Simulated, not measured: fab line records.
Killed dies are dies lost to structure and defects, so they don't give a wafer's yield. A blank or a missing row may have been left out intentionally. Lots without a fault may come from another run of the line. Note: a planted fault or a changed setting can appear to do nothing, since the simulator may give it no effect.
Matching of chambers :: flow sky130 :: SKY_LI_CONTACT_ETCH_14 on rie diel-02: 4 sister chambers
The step etches BARC in N2/H2, stops on SiO2, time 45.9 s, target depth 60 nm. 8 wafers are shown with their chamber, then 7 later ones without.

## WAFERS, EACH WITH ITS CHAMBER
wafer: L245.6
chamber: 3
drypump motor current A (A): 5.8
oes product au (a.u.): 0.856

wafer: L246.4
chamber: 1
drypump motor current A (A): 5.5
oes product au (a.u.): 0.850

wafer: L246.6
chamber: 2
drypump motor current A (A): 6.4
oes product au (a.u.): 0.845

wafer: L251.1
chamber: 3
drypump motor current A (A): 5.7
oes product au (a.u.): 0.847

wafer: L251.3
chamber: 1
drypump motor current A (A): 5.5
oes product au (a.u.): 0.860

wafer: L251.4
chamber: 0
drypump motor current A (A): 5.7
oes product au (a.u.): 0.856

wafer: L258.1
chamber: 0
drypump motor current A (A): 5.7
oes product au (a.u.): 0.858

wafer: L258.4
chamber: 2
drypump motor current A (A): 6.5
oes product au (a.u.): 0.853

## WAFERS WITH NO CHAMBER GIVEN
wafer: L258.5
drypump motor current A (A): 5.7
oes product au (a.u.): 0.862

wafer: L259.1
drypump motor current A (A): 5.8
oes product au (a.u.): 0.853

wafer: L259.5
drypump motor current A (A): 5.7
oes product au (a.u.): 0.857

wafer: L259.6
drypump motor current A (A): 5.8
oes product au (a.u.): 0.858

wafer: L262.1
drypump motor current A (A): 5.7
oes product au (a.u.): 0.852

wafer: L262.2
drypump motor current A (A): 5.5
oes product au (a.u.): 0.858

wafer: L262.6
drypump motor current A (A): 6.4
oes product au (a.u.): 0.855

## CHAMBER TAKEN BY EACH
wafer: L258.5
from the rows above: can't be placed: 0 or 3
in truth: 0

wafer: L259.1
from the rows above: can't be placed: 3 or 0
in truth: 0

wafer: L259.5
from the rows above: can't be placed: 0 or 3
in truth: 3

wafer: L259.6
from the rows above: can't be placed: 3 or 0
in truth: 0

wafer: L262.1
from the rows above: can't be placed: 0 or 3
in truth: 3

wafer: L262.2
from the rows above: 1
in truth: 1

wafer: L262.6
from the rows above: 2
in truth: 2
2 of 7 placed correctly. From these rows, 5 cannot be placed; in 5 the true chamber is one of the candidates. 0 placed wrongly.
How it was worked out, from the rows above alone: a wafer's distance from a chamber is the root of the sum, over the readings, of the square of ((its reading less the chamber's mean) divided by the reading's scatter). If the next closest chamber is less than 2 further off than the closest, the wafer can't be placed; otherwise it belongs to the closest. For every chamber, the mean is computed from those of its wafers that are shown. The scatter: take each reading less its chamber's mean, square it, sum over the shown wafers, divide by the number of wafers less the number of chambers, and take the root.
